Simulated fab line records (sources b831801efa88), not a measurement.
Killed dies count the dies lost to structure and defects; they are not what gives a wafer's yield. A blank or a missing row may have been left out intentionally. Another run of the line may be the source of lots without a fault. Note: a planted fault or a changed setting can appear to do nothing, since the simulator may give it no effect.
fab line records	flow sky130
[record] lots = 11	wafers = 33	last-day = 50
route steps=708 shown CAPM@540 METAL3@563 VIA3@580 PAD_OPEN@708
lots with no fault: from the same line, run without faults
start-h: hours from the record's opening day to when the first of the lot's shown wafers began	wait-h: time in hours since the lot's previous step	" as in the row above	L1.1+2: several wafers, shown together as one row	- no value present, or no start provided	* or withheld: withheld	< > ~ a bound
route shown NAME@n: a module of which the file shows steps, and the number in the route of the first	usual: mean/standard deviation taken from wafers without a fault	same: alike in all rows	chamber/n: place in a boat	sites: each site's reading	_std_site: standard deviation of those values	_edge_site: inner sites' mean taken away from outer sites' mean	radius-mm: for every site, how far away it sits from the centre of the wafer	mask NAME#n: copy n	behind: the tool/chamber that last shaped the wafer	hold: reason for holding the lot/hours on hold/outcome of the hold	device: the transistor (n, p or np) that didn't switch	end of line: tests run on the same wafers once the route is complete	a step without rows: its recipe alone	killed: not the wafer's yield, but the dies lost to structure and defects at the first sort	map: shows each die of a wafer: x if killed, . if not, _ if none is there
set.NAME: the run value of the setting; set.NAME@STEP: its run value at that earlier step	model.NAME: the simulator's own value behind a step, which no gauge read
a sample of lots followed through the steps of the route, with each step as a table and each wafer as a row
services: a tool's chamber out of use, with start hour (start-h, from the record's first day; less than 0 if before it), hours out, and reason
[[steps]]
[step SKY_CAPM_RS_MEAS_03]
[recipe] thk-meas-gauge = four-point-probe	reads = TiN_of_CAPM_SPUTTER_02
[usual] CAPM_TIN_RS = 6.93/0.066
lot.wafer	tool	chamber	start-h	wait-h	CAPM_TIN_RS[ohm/sq]
L972.1	film-metro-04	-	869.43	0.1	6.88
L972.2	"	-	"	"	6.94
L972.6	"	-	"	"	6.89
L974.4	film-metro-04	-	886.43	0.1	6.93
L974.5	"	-	"	"	6.89
L974.6	"	-	"	"	6.89
L975.2	film-metro-04	-	888.59	0.1	6.85
L975.5	"	-	"	"	6.92
L975.6	"	-	"	"	6.84
L976.2	film-metro-01	-	903.17	0.1	6.90
L976.4	"	-	"	"	6.92
L976.6	"	-	"	"	6.93
L981.2	film-metro-04	-	940.77	0.1	6.96
L981.3	"	-	"	"	6.95
L981.5	"	-	"	"	6.93
L983.2	film-metro-02	-	943.12	0.1	6.87
L983.4	"	-	"	"	6.84
L983.5	"	-	"	"	7.05
L984.1	film-metro-04	-	944.62	0.1	7.05
L984.4	"	-	"	"	6.99
L984.6	"	-	"	"	7.03
L982.2	film-metro-01	-	946.55	0.1	7.00
L982.3	"	-	"	"	6.93
L982.4	"	-	"	"	6.84
L985.1	film-metro-02	-	954.71	0.1	6.90
L985.4	"	-	"	"	6.88
L985.5	"	-	"	"	6.90
L987.3	film-metro-04	-	963.79	0.1	7.11
L987.4	"	-	"	"	7.05
L987.5	"	-	"	"	6.99
L992.2	film-metro-02	-	1001.67	0.1	6.88
L992.3	"	-	"	"	6.89
L992.5	"	-	"	"	6.96
[step SKY_METAL3_CD_MEAS_13]
[recipe] target-cd-nm = 300
[usual] cd-nm = 300.0/1.7
lot.wafer	tool	chamber	start-h	wait-h	cd-nm
L972.1	cd-sem-01	-	920.28	-	299.8
L972.2	"	-	"	"	300.8
L972.6	"	-	"	"	300.5
L974.4	cd-sem-02	-	936.44	-	302.4
L974.5	"	-	"	"	303.0
L974.6	"	-	"	"	302.0
L975.2	cd-sem-01	-	938.35	-	299.2
L975.5	"	-	"	"	301.0
L975.6	"	-	"	"	300.0
L976.2	cd-sem-01	-	952.33	-	300.9
L976.4	"	-	"	"	300.3
L976.6	"	-	"	"	301.7
L981.2	cd-sem-02	-	988.78	-	300.1
L981.3	"	-	"	"	301.5
L981.5	"	-	"	"	301.9
L983.2	cd-sem-01	-	992.18	-	298.2
L983.4	"	-	"	"	299.1
L983.5	"	-	"	"	298.7
L984.1	cd-sem-01	-	993.28	-	301.2
L984.4	"	-	"	"	300.3
L984.6	"	-	"	"	299.9
L982.2	cd-sem-01	-	994.58	-	301.4
L982.3	"	-	"	"	299.4
L982.4	"	-	"	"	300.6
L985.1	cd-sem-01	-	1002.01	-	298.8
L985.4	"	-	"	"	298.5
L985.5	"	-	"	"	298.3
L987.3	cd-sem-02	-	1010.95	-	302.6
L987.4	"	-	"	"	303.5
L987.5	"	-	"	"	302.6
L992.2	cd-sem-02	-	1047.00	-	301.8
L992.3	"	-	"	"	300.2
L992.5	"	-	"	"	300.5
[step SKY_VIA3_COAT_07]
[recipe] resist = KrF-thick	spin-rpm = 3000	resist-thk-nm = 450
[usual] spin-speed-rpm = 2999.8/2.2
lot.wafer	tool	chamber	start-h	wait-h	spin-speed-rpm
L972.1	litho-track-03	0	934	-	2998.5
L972.2	"	0	"	"	2998.0
L972.6	"	0	"	"	2996.0
L974.4	litho-track-04	0	950	-	3002.2
L974.5	"	0	"	"	2998.1
L974.6	"	0	"	"	2999.7
L975.2	litho-track-02	0	952	-	3004.6
L975.5	"	0	"	"	3003.1
L975.6	"	0	"	"	3000.8
L976.2	litho-track-04	0	965	-	3001.8
L976.4	"	0	"	"	3001.4
L976.6	"	0	"	"	3003.0
L981.2	litho-track-04	0	1002	-	3000.5
L981.3	"	0	"	"	3000.6
L981.5	"	0	"	"	3002.8
L983.2	litho-track-04	0	1005	-	2999.8
L983.4	"	0	"	"	3000.8
L983.5	"	0	"	"	3000.8
L984.1	litho-track-04	0	1006	-	3002.3
L984.4	"	0	"	"	3000.6
L984.6	"	0	"	"	2998.3
L982.2	litho-track-04	0	1008	-	2998.1
L982.3	"	0	"	"	2996.3
L982.4	"	0	"	"	3000.2
L985.1	litho-track-04	0	1015	-	3368.1
L985.4	"	0	"	"	3368.7
L985.5	"	0	"	"	3367.5
L987.3	litho-track-04	0	1023	-	3371.9
L987.4	"	0	"	"	3366.9
L987.5	"	0	"	"	3371.2
L992.2	litho-track-02	0	1059	-	2998.0
L992.3	"	0	"	"	3002.5
L992.5	"	0	"	"	2998.2
[step SKY_VIA3_STRIP_16]
[recipe] chemistry = O2/N2	power-w = 1400	pressure-mtorr = 1500	platen-temp-c = withheld	o2-flow-sccm = 3000	n2-flow-sccm = 300	overash-fraction = 0.5
[usual] drypump-motor-current-A = 5.7/0.3	n2-flow-sccm = 300.2/0.79	oes-product-au = 0.402/0.0047	strip-time-to-endpoint-s = 4.135/0.028
lot.wafer	tool	chamber	start-h	wait-h	drypump-motor-current-A	n2-flow-sccm	oes-product-au	rf-hours-counter-h	strip-time-to-endpoint-s
L972.1	plasma-asher-04	1	946.13	0.0	5.3	300.3	0.399	21	4.169
L972.2	"	0	"	"	6.1	299.2	0.400	21	4.162
L972.6	"	1	"	"	5.4	301.5	0.397	-	4.116
L974.4	plasma-asher-02	1	962.46	0.1	5.6	301.3	0.399	-	4.093
L974.5	"	1	"	"	5.6	300.5	0.400	-	4.092
L974.6	"	0	"	"	5.6	298.6	0.395	-	4.059
L975.2	plasma-asher-04	0	964.42	0.0	6.0	300.0	0.396	23	4.126
L975.5	"	1	"	"	5.4	301.7	0.397	-	4.075
L975.6	"	0	"	"	6.0	300.0	0.394	-	4.157
L976.2	plasma-asher-04	0	977.92	0.0	6.0	300.6	0.400	24	4.178
L976.4	"	0	"	"	6.1	300.2	0.409	-	4.167
L976.6	"	0	"	"	6.1	300.6	0.404	-	4.161
L981.2	plasma-asher-04	0	1014.37	0.0	6.0	301.4	0.405	28	4.087
L981.3	"	0	"	"	6.0	300.7	0.404	-	4.129
L981.5	"	0	"	"	6.0	300.3	0.394	-	4.126
L983.2	plasma-asher-02	1	1017.03	0.0	5.6	299.7	0.407	58	4.162
L983.4	"	1	"	"	5.6	299.9	0.405	-	4.147
L983.5	"	1	"	"	5.6	301.0	0.403	-	4.149
L984.1	plasma-asher-02	0	1018.47	0.0	5.6	300.5	0.410	58	4.176
L984.4	"	1	"	"	5.6	300.6	0.404	-	4.157
L984.6	"	1	"	"	5.6	301.0	0.399	-	4.123
L982.2	plasma-asher-02	0	1019.52	0.0	5.5	300.0	0.402	58	4.162
L982.3	"	0	"	"	5.6	301.1	0.403	-	4.153
L982.4	"	1	"	"	5.6	298.7	0.394	-	4.159
L985.1	plasma-asher-04	1	1026.03	0.0	5.3	301.1	0.388	29	3.850
L985.4	"	0	"	"	6.0	300.5	0.396	-	3.898
L985.5	"	0	"	"	6.0	300.8	0.396	-	3.860
L987.3	plasma-asher-02	1	1035.55	0.1	5.6	300.2	0.394	-	3.890
L987.4	"	0	"	"	5.6	300.0	0.388	-	3.874
L987.5	"	1	"	"	5.6	301.4	0.389	-	3.880
L992.2	plasma-asher-01	0	1070.37	0.0	5.5	300.5	0.400	92	4.108
L992.3	"	0	"	"	5.6	299.7	0.405	-	4.086
L992.5	"	0	"	"	5.5	299.9	0.405	-	4.139
[step SKY_VIA3_SPUTTER_20]
[recipe] material = TiN	target-thk-nm = 20	chamber-pressure-pa = 5	power-w = 4000	time-s = 80
[usual] throttle-valve-pct = 30.0/1.1
lot.wafer	tool	chamber	start-h	wait-h	throttle-valve-pct
L972.1	pvd-sputter-04	-	946.72	0.0	30.9
L972.2	"	-	"	"	29.6
L972.6	"	-	"	"	31.4
L974.4	pvd-sputter-03	-	963.07	0.0	30.7
L974.5	"	-	"	"	30.3
L974.6	"	-	"	"	30.8
L975.2	pvd-sputter-03	-	965.02	0.0	28.8
L975.5	"	-	"	"	28.6
L975.6	"	-	"	"	28.6
L976.2	pvd-sputter-04	-	978.55	0.0	31.0
L976.4	"	-	"	"	31.4
L976.6	"	-	"	"	29.9
L981.2	pvd-sputter-02	-	1014.96	0.0	30.0
L981.3	"	-	"	"	30.4
L981.5	"	-	"	"	28.1
L983.2	pvd-sputter-02	-	1017.70	0.0	28.3
L983.4	"	-	"	"	29.6
L983.5	"	-	"	"	29.7
L984.1	pvd-sputter-03	-	1019.10	0.0	30.2
L984.4	"	-	"	"	28.4
L984.6	"	-	"	"	30.7
L982.2	pvd-sputter-03	-	1020.15	0.0	30.1
L982.3	"	-	"	"	28.7
L982.4	"	-	"	"	28.5
L985.1	pvd-sputter-04	-	1026.67	0.0	31.4
L985.4	"	-	"	"	31.2
L985.5	"	-	"	"	29.4
L987.3	pvd-sputter-04	-	1036.15	0.0	29.7
L987.4	"	-	"	"	31.2
L987.5	"	-	"	"	31.3
L992.2	pvd-sputter-04	-	1070.96	0.0	29.6
L992.3	"	-	"	"	31.4
L992.5	"	-	"	"	31.0
[step SKY_PAD_OPEN_PROBE_99]
[usual] defect-limited-yield = 82.2/1.9	killed_at_M0_to_M3 = 44/6.8	killed_at_M4_up = 3.1/1.8	killed-at-contacts = 25/5.2	killed-at-front-end = 15/4.1	killed-at-other = 0.3/0.62	killed-dies = 88/9.4	killed-on-rim = 17/3.7	killed-open = 48/7.1	killed-short = 40/6.1	sort_bin_3_pad_short = 0.9/0.38	sort_bin_5_function = 10.5/1.5	sort_bin_6_memory = 6.5/1.2	sort_bin_8_speed = 0.5/0.95	sort-n-pass = 402/10	sort-yield-pct = 81.6/2
[same] gross-dies = 492	killed-at-back-side = 0	sort_bin_4_leakage[%] = 0
lot.wafer	tool	chamber	start-h	wait-h	defect-limited-yield[%]	killed_at_M0_to_M3	killed_at_M4_up	killed-at-contacts	killed-at-front-end	killed-at-other	killed-dies	killed-on-rim	killed-open	killed-short	sort_bin_3_pad_short[%]	sort_bin_5_function[%]	sort_bin_6_memory[%]	sort_bin_8_speed[%]	sort-n-pass	sort-yield-pct[%]
L972.1	prober-01	-	1090.38	0.1	84.1	36	2	28	11	1	78	18	38	40	0.8	10.6	4.5	0.2	413	83.9
L972.2	prober-01	-	1090.43	0.1	83.3	38	5	26	13	0	82	12	43	38	0.8	9.8	6.1	0.4	408	82.9
L972.6	prober-01	-	1090.63	0.2	82.5	49	2	24	11	0	86	14	55	31	0.6	11.8	5.1	0	406	82.5
L974.4	prober-01	-	1104.83	0.2	82.9	48	4	23	9	0	84	17	47	37	0.4	11.8	4.9	0	408	82.9
L974.5	prober-01	-	1104.88	0.2	86.0	28	2	22	17	0	69	13	41	28	0.4	8.1	5.5	0.2	422	85.8
L974.6	prober-01	-	1104.93	0.2	83.1	39	5	25	14	0	83	19	43	40	1.2	10.0	5.7	0	409	83.1
L975.2	prober-02	-	1106.23	0.1	83.5	46	3	22	9	1	81	19	41	40	0.8	8.3	7.3	0	411	83.5
L975.5	prober-02	-	1106.38	0.2	84.1	39	4	26	9	0	78	20	36	42	1.4	8.1	6.3	0.2	413	83.9
L975.6	prober-02	-	1106.43	0.2	85.4	34	8	18	12	0	72	12	36	36	0.6	9.8	4.3	0.4	418	85.0
L976.2	prober-01	-	1116.85	0.1	81.7	40	6	26	17	1	90	19	43	47	0.8	11.2	6.3	1.2	396	80.5
L976.4	prober-01	-	1116.95	0.2	84.1	36	3	25	14	0	78	19	41	37	0	10.2	5.7	1.2	408	82.9
L976.6	prober-01	-	1117.05	0.2	82.7	42	3	27	13	0	85	21	44	41	1.6	8.5	7.1	1.8	398	80.9
L981.2	prober-02	-	1146.65	0.1	83.3	42	1	22	17	0	82	17	51	31	1.0	11.0	4.7	0.4	408	82.9
L981.3	prober-02	-	1146.70	0.2	86.2	36	2	20	10	0	68	13	39	29	1.2	8.3	4.3	0	424	86.2
L981.5	prober-02	-	1146.80	0.2	83.9	45	2	20	12	0	79	14	37	42	0.4	9.8	5.9	0	413	83.9
L983.2	prober-01	-	1151.68	0.1	83.3	40	2	23	17	0	82	8	41	41	0.2	9.1	7.3	0	410	83.3
L983.4	prober-01	-	1151.78	0.2	80.5	46	0	36	13	1	96	16	52	44	1.0	11.2	7.3	0	396	80.5
L983.5	prober-01	-	1151.83	0.2	82.1	37	4	32	14	1	88	19	49	39	1.0	10.0	6.9	0.2	403	81.9
L984.1	prober-02	-	1152.55	0.1	81.7	48	2	26	14	0	90	13	54	36	0.4	12.4	5.5	3.9	383	77.8
L984.4	prober-02	-	1152.70	0.2	80.5	52	3	29	12	0	96	21	49	47	0.8	11.0	7.7	1.2	390	79.3
L984.6	prober-02	-	1152.80	0.2	85.8	35	2	23	10	0	70	8	42	27	0	9.8	4.5	4.7	399	81.1
L982.2	prober-01	-	1153.18	0.1	82.9	42	6	20	16	0	84	15	41	43	0.8	12.6	3.7	0.2	407	82.7
L982.3	prober-01	-	1153.23	0.2	80.7	42	2	32	19	0	95	15	50	43	1.0	12.8	5.5	0	397	80.7
L982.4	prober-01	-	1153.28	0.2	83.3	43	4	22	13	0	82	17	45	37	1.0	8.5	7.1	0.2	409	83.1
L985.1	prober-02	-	1157.98	0.1	82.1	44	2	30	11	1	88	15	50	37	0.8	9.6	7.5	0.4	402	81.7
L985.4	prober-02	-	1158.13	0.2	85.6	40	2	19	10	0	71	16	39	32	1.2	8.5	4.7	0.6	418	85.0
L985.5	prober-02	-	1158.18	0.2	82.9	40	4	23	16	1	84	18	44	39	0.6	10.4	6.1	0.6	405	82.3
L987.3	prober-02	-	1165.48	0.2	79.9	49	1	28	21	0	99	21	51	48	1.2	10.2	8.7	0	393	79.9
L987.4	prober-02	-	1165.53	0.2	83.5	31	3	25	22	0	81	14	45	36	0.6	11.4	4.5	0	411	83.5
L987.5	prober-02	-	1165.58	0.2	82.1	40	7	25	16	0	88	14	53	35	1.0	12.0	4.9	0	404	82.1
L992.2	prober-01	-	1192.05	0.1	82.5	36	2	25	21	2	86	18	46	39	0.8	9.3	7.3	0.4	404	82.1
L992.3	prober-01	-	1192.10	0.2	81.5	42	2	26	18	3	91	13	52	38	0.8	11.2	6.5	0.2	400	81.3
L992.5	prober-01	-	1192.20	0.2	83.3	36	4	26	16	0	82	10	47	35	0.2	11.2	5.3	0.4	408	82.9
// killed by level:class
L972.1 CONTACT:geometric-particle:open=12 CONTACT:geometric-particle:short=6 VIA1:geometric-particle:open=6 METAL1:geometric-particle:short=5 LI_CONTACT:geometric-particle:open=5 LOCAL_INTERCONNECT:geometric-particle:short=4 VIA1:geometric-particle:short=4 METAL2:geometric-particle:short=4
L972.2 VIA2:geometric-particle:open=9 CONTACT:geometric-particle:open=7 LI_CONTACT:geometric-particle:open=6 VIA1:geometric-particle:open=6 CONTACT:geometric-particle:short=5 METAL1:geometric-particle:short=5 VIA3:geometric-particle:open=5 METAL4:geometric-particle:short=5
L972.6 VIA1:geometric-particle:open=14 CONTACT:geometric-particle:open=12 VIA2:geometric-particle:open=8 VIA3:geometric-particle:open=7 VIA1:geometric-particle:short=6 LI_CONTACT:geometric-particle:open=5 FIELD_ISO:geometric-particle:short=4 LI_CONTACT:geometric-particle:short=4
L974.4 VIA1:geometric-particle:open=13 CONTACT:geometric-particle:open=10 VIA1:geometric-particle:short=8 VIA2:geometric-particle:open=8 POLY_GATE:geometric-particle:open=5 METAL1:geometric-particle:short=5 LOCAL_INTERCONNECT:geometric-particle:short=4 CONTACT:geometric-particle:short=4
L974.5 CONTACT:geometric-particle:open=9 VIA1:geometric-particle:open=8 FIELD_ISO:geometric-particle:open=7 LI_CONTACT:geometric-particle:open=5 FIELD_ISO:geometric-particle:short=4 LOCAL_INTERCONNECT:geometric-particle:short=4 METAL2:geometric-particle:short=4 VIA3:geometric-particle:open=4
L974.6 VIA1:geometric-particle:open=9 METAL1:geometric-particle:short=8 LI_CONTACT:geometric-particle:open=7 CONTACT:geometric-particle:open=7 VIA2:geometric-particle:open=5 FIELD_ISO:geometric-particle:short=4 POLY_GATE:geometric-particle:open=4 LOCAL_INTERCONNECT:geometric-particle:short=4
L975.2 VIA1:geometric-particle:open=10 VIA3:geometric-particle:open=8 CONTACT:geometric-particle:open=7 METAL1:geometric-particle:short=7 METAL2:geometric-particle:short=7 LI_CONTACT:geometric-particle:open=5 POLY_GATE:geometric-particle:open=4 LOCAL_INTERCONNECT:geometric-particle:short=4
L975.5 VIA1:geometric-particle:open=11 LI_CONTACT:geometric-particle:open=9 METAL2:geometric-particle:short=9 VIA2:geometric-particle:open=6 LOCAL_INTERCONNECT:geometric-particle:short=6 CONTACT:geometric-particle:short=6 CONTACT:geometric-particle:open=3 METAL1:geometric-particle:short=3
L975.6 VIA1:geometric-particle:open=9 METAL4:geometric-particle:short=7 CONTACT:geometric-particle:open=6 VIA2:geometric-particle:open=6 LI_CONTACT:geometric-particle:open=5 VIA1:geometric-particle:short=5 FIELD_ISO:geometric-particle:short=4 LI_CONTACT:geometric-particle:short=4
L976.2 METAL1:geometric-particle:short=12 LI_CONTACT:geometric-particle:open=8 VIA1:geometric-particle:open=7 FIELD_ISO:geometric-particle:open=6 CONTACT:geometric-particle:open=6 VIA3:geometric-particle:open=5 LI_CONTACT:geometric-particle:short=4 CONTACT:geometric-particle:short=4
L976.4 LI_CONTACT:geometric-particle:open=13 VIA1:geometric-particle:open=7 FIELD_ISO:geometric-particle:open=6 VIA1:geometric-particle:short=6 FIELD_ISO:geometric-particle:short=5 VIA2:geometric-particle:open=5 METAL1:geometric-particle:short=4 LI_CONTACT:geometric-particle:short=3
L976.6 VIA1:geometric-particle:open=9 VIA1:geometric-particle:short=9 CONTACT:geometric-particle:open=8 LI_CONTACT:geometric-particle:open=7 FIELD_ISO:geometric-particle:short=6 CONTACT:geometric-particle:short=6 VIA2:geometric-particle:open=5 LOCAL_INTERCONNECT:geometric-particle:short=4
L981.2 VIA1:geometric-particle:open=13 CONTACT:geometric-particle:open=8 FIELD_ISO:geometric-particle:short=6 LI_CONTACT:geometric-particle:open=6 METAL1:geometric-particle:short=6 VIA2:geometric-particle:open=6 VIA3:geometric-particle:open=6 FIELD_ISO:geometric-particle:open=5
L981.3 VIA1:geometric-particle:open=11 CONTACT:geometric-particle:open=6 VIA3:geometric-particle:open=6 LOCAL_INTERCONNECT:geometric-particle:short=5 VIA2:geometric-particle:open=5 VIA3:geometric-particle:short=4 LI_CONTACT:geometric-particle:open=3 CONTACT:geometric-particle:short=3
L981.5 VIA1:geometric-particle:open=9 METAL1:geometric-particle:short=7 VIA1:geometric-particle:short=6 CONTACT:geometric-particle:open=6 CONTACT:geometric-particle:short=6 VIA3:geometric-particle:open=6 METAL2:geometric-particle:short=4 VIA2:geometric-particle:open=4
L983.2 CONTACT:geometric-particle:open=12 METAL2:geometric-particle:short=9 LI_CONTACT:geometric-particle:open=7 METAL1:geometric-particle:short=7 VIA3:geometric-particle:short=6 FIELD_ISO:geometric-particle:short=5 POLY_GATE:geometric-particle:open=5 VIA1:geometric-particle:short=5
L983.4 CONTACT:geometric-particle:open=18 VIA1:geometric-particle:short=10 LI_CONTACT:geometric-particle:open=6 CONTACT:geometric-particle:short=6 VIA1:geometric-particle:open=6 METAL1:geometric-particle:short=6 VIA2:geometric-particle:open=6 LOCAL_INTERCONNECT:geometric-particle:short=5
L983.5 CONTACT:geometric-particle:open=10 VIA1:geometric-particle:open=8 CONTACT:geometric-particle:short=7 LI_CONTACT:geometric-particle:open=6 LOCAL_INTERCONNECT:geometric-particle:short=6 METAL1:geometric-particle:short=6 VIA3:geometric-particle:open=6 POLY_GATE:geometric-particle:open=4
L984.1 VIA1:geometric-particle:open=15 CONTACT:geometric-particle:open=10 LI_CONTACT:geometric-particle:open=8 METAL1:geometric-particle:short=7 VIA3:geometric-particle:open=7 CONTACT:geometric-particle:short=5 FIELD_ISO:geometric-particle:short=4 METAL2:geometric-particle:short=4
L984.4 CONTACT:geometric-particle:short=11 CONTACT:geometric-particle:open=10 VIA1:geometric-particle:open=10 VIA2:geometric-particle:open=10 METAL2:geometric-particle:short=6 FIELD_ISO:geometric-particle:short=5 LI_CONTACT:geometric-particle:open=5 VIA2:geometric-particle:short=5
L984.6 VIA1:geometric-particle:open=10 FIELD_ISO:geometric-particle:open=7 VIA2:geometric-particle:open=6 LI_CONTACT:geometric-particle:open=5 CONTACT:geometric-particle:open=5 LOCAL_INTERCONNECT:geometric-particle:short=4 CONTACT:geometric-particle:short=4 VIA3:geometric-particle:short=4
L982.2 VIA1:geometric-particle:open=11 METAL1:geometric-particle:short=8 FIELD_ISO:geometric-particle:open=7 CONTACT:geometric-particle:open=6 METAL4:geometric-particle:short=5 VIA2:geometric-particle:open=5 FIELD_ISO:geometric-particle:short=4 LI_CONTACT:geometric-particle:short=4
L982.3 VIA1:geometric-particle:open=15 LI_CONTACT:geometric-particle:open=10 CONTACT:geometric-particle:open=8 VIA1:geometric-particle:short=7 POLY_GATE:geometric-particle:short=6 LOCAL_INTERCONNECT:geometric-particle:short=6 CONTACT:geometric-particle:short=5 FIELD_ISO:geometric-particle:open=4
L982.4 CONTACT:geometric-particle:open=12 VIA1:geometric-particle:open=12 VIA2:geometric-particle:open=8 FIELD_ISO:geometric-particle:short=4 VIA2:geometric-particle:short=4 LOCAL_INTERCONNECT:geometric-particle:short=4 METAL1:geometric-particle:short=4 VIA1:geometric-particle:short=4
L985.1 LI_CONTACT:geometric-particle:open=12 VIA1:geometric-particle:open=9 CONTACT:geometric-particle:open=8 METAL1:geometric-particle:short=8 CONTACT:geometric-particle:short=6 VIA3:geometric-particle:open=6 VIA2:geometric-particle:short=5 VIA2:geometric-particle:open=5
L985.4 VIA3:geometric-particle:open=8 VIA1:geometric-particle:open=7 LOCAL_INTERCONNECT:geometric-particle:short=6 CONTACT:geometric-particle:open=6 METAL1:geometric-particle:short=6 VIA2:geometric-particle:open=6 FIELD_ISO:geometric-particle:open=4 LI_CONTACT:geometric-particle:open=4
L985.5 CONTACT:geometric-particle:open=10 VIA1:geometric-particle:open=9 METAL2:geometric-particle:short=8 POLY_GATE:geometric-particle:short=7 LI_CONTACT:geometric-particle:open=7 VIA3:geometric-particle:open=6 POLY_GATE:geometric-particle:open=4 LOCAL_INTERCONNECT:geometric-particle:short=4
L987.3 CONTACT:geometric-particle:open=10 VIA1:geometric-particle:open=10 VIA3:geometric-particle:open=9 POLY_GATE:geometric-particle:short=8 VIA1:geometric-particle:short=8 VIA2:geometric-particle:open=6 LOCAL_INTERCONNECT:geometric-particle:short=5 METAL2:geometric-particle:short=5
L987.4 CONTACT:geometric-particle:open=12 VIA2:geometric-particle:open=9 POLY_GATE:geometric-particle:short=7 VIA1:geometric-particle:open=7 FIELD_ISO:geometric-particle:short=5 LI_CONTACT:geometric-particle:open=5 METAL1:geometric-particle:short=5 POLY_GATE:geometric-particle:open=4
L987.5 VIA1:geometric-particle:open=11 CONTACT:geometric-particle:open=10 VIA3:geometric-particle:open=7 FIELD_ISO:geometric-particle:open=5 LI_CONTACT:geometric-particle:open=5 METAL2:geometric-particle:short=5 METAL4:geometric-particle:short=5 LI_CONTACT:geometric-particle:short=4
L992.2 CONTACT:geometric-particle:open=12 VIA1:geometric-particle:open=8 FIELD_ISO:geometric-particle:short=6 FIELD_ISO:geometric-particle:open=6 VIA2:geometric-particle:open=6 METAL2:geometric-particle:short=5 POLY_GATE:geometric-particle:open=4 LOCAL_INTERCONNECT:geometric-particle:short=4
L992.3 VIA1:geometric-particle:open=10 FIELD_ISO:geometric-particle:open=9 CONTACT:geometric-particle:open=9 VIA2:geometric-particle:open=6 VIA3:geometric-particle:open=6 VIA3:geometric-particle:short=6 LI_CONTACT:geometric-particle:open=5 LOCAL_INTERCONNECT:geometric-particle:short=5
L992.5 VIA1:geometric-particle:open=9 CONTACT:geometric-particle:open=8 VIA2:geometric-particle:open=7 VIA1:geometric-particle:short=6 POLY_GATE:geometric-particle:open=5 LI_CONTACT:geometric-particle:open=5 LOCAL_INTERCONNECT:geometric-particle:short=5 POLY_GATE:geometric-particle:short=4
[[services]]
tool	chamber	start-h	hours	kind
plasma-asher-02	-	912.02	7.4	repair
pvd-sputter-02	3	938.92	-	consumable-replace:kit
pvd-sputter-02	3	938.92	18.0	scheduled-down
pvd-sputter-02	3	938.92	18.0	vent-cycle
pvd-sputter-04	1	940.75	-	consumable-replace:kit
pvd-sputter-04	1	940.75	18.0	scheduled-down
pvd-sputter-04	1	940.75	18.0	vent-cycle
litho-track-02	-	944.16	-	consumable-replace:filter
pvd-sputter-04	-	982.74	9.6	repair
plasma-asher-02	-	986.55	1.3	repair
plasma-asher-02	-	994.49	3.7	repair
plasma-asher-02	-	994.86	1.7	repair
pvd-sputter-02	-	1011.14	1.2	repair
plasma-asher-01	-	1014.15	10.4	repair
pvd-sputter-03	3	1019.92	-	consumable-replace:kit
pvd-sputter-03	3	1019.92	18.0	scheduled-down
pvd-sputter-03	3	1019.92	18.0	vent-cycle
[[key]]
[first-sign] step = SKY_VIA3_COAT_07	reading = spin-speed-rpm	direction = up	sigmas = 99+	usual = 2999.8	struck = 3369.0
[effect] step = SKY_VIA3_STRIP_16	reading = strip-time-to-endpoint-s	direction = down	sigmas = 9.1	usual = *	struck = *
met-at SKY_VIA3_COAT_07
struck-lots L985,L987
not-acting-at SKY_CAPM_RS_MEAS_03,SKY_METAL3_CD_MEAS_13,SKY_VIA3_SPUTTER_20
onset-between 1008 1015
[fault] kind = process-parameter-drift	tool = litho-track-04	chamber = -	onset-h = 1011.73	steps = SKY_VIA3_COAT_07	channel = spin-rpm	offset = 370.11	shape = step	end-h = 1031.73	acts-in = these-recipes-only	stated = 3000
